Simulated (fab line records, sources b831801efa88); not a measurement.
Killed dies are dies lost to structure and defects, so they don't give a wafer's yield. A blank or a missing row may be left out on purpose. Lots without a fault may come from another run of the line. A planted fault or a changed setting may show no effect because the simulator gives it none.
One fault seen from 2 desks | flow gf180mcu | each desk has only its own numbers; what lay behind them comes last

THE TOOL OWNER'S DESK: pvd_sputter-02
The tool's own readings at GF_V5_SPUTTER_22 (material TiN, target thk 10 nm, time 40 s): means of the sampled wafers that have a number, for each lot that ran on this tool. A lot is out of limits, marked OUT, if its mean lies more than 4 standard deviations from the usual mean; the brackets give that distance.
Columns: A = chamber_pressure_pa at GF_V5_SPUTTER_22, usual 5.000 Pa; B = throttle_valve_pct at GF_V5_SPUTTER_22, usual 29.8 %
lot  | first seen here | A     | B
L791 | day 27 13:16    | 5.005 | 29.7
L793 | day 28 00:46    | 4.999 | 29.6
L796 | day 29 00:05    | 4.998 | 29.9
L797 | day 29 10:34    | 5.007 | 29.9
L798 | day 29 17:23    | 5.006 | 28.9
L803 | day 30 23:01    | 4.999 | 29.5
L813 | day 33 17:28    | 4.992 | 28.7
This desk's finding: nothing out of limits on any of the 7 lots.

THE METROLOGY DESK
What the gauges read, lot by lot, whatever tool the lot ran on: means of the sampled wafers that have a number. A lot is out of limits, marked OUT, if its mean lies more than 4 standard deviations from the usual mean; the brackets give that distance.
Columns: A = V5_W_THK at GF_V5_THK_MEAS_25, usual 364 nm; B = TOP_METAL_ALCU_THK at GF_TOP_METAL_THK_MEAS_06, usual 879 nm
lot  | first seen here | A   | B
L791 | day 27 13:33    | 361 | 880
L792 | day 27 23:10    | 364 | 866
L793 | day 28 01:03    | 369 | 872
L794 | day 28 09:43    | 368 | 875
L796 | day 29 00:22    | 364 | 883
L797 | day 29 10:50    | 366 | 888
L798 | day 29 17:40    | 368 | 871
L801 | day 30 14:31    | 357 | 883
L803 | day 30 23:17    | 362 | 888
L809 | day 33 00:16    | 364 | 889
L811 | day 33 02:38    | 362 | 868
L813 | day 33 17:44    | 362 | 885
This desk's finding: nothing out of limits on any of the 12 lots.

PUT TOGETHER
The tool owner's desk saw nothing out of limits.
The metrology desk saw nothing out of limits.

WHAT THE SIMULATOR HAD PUT IN
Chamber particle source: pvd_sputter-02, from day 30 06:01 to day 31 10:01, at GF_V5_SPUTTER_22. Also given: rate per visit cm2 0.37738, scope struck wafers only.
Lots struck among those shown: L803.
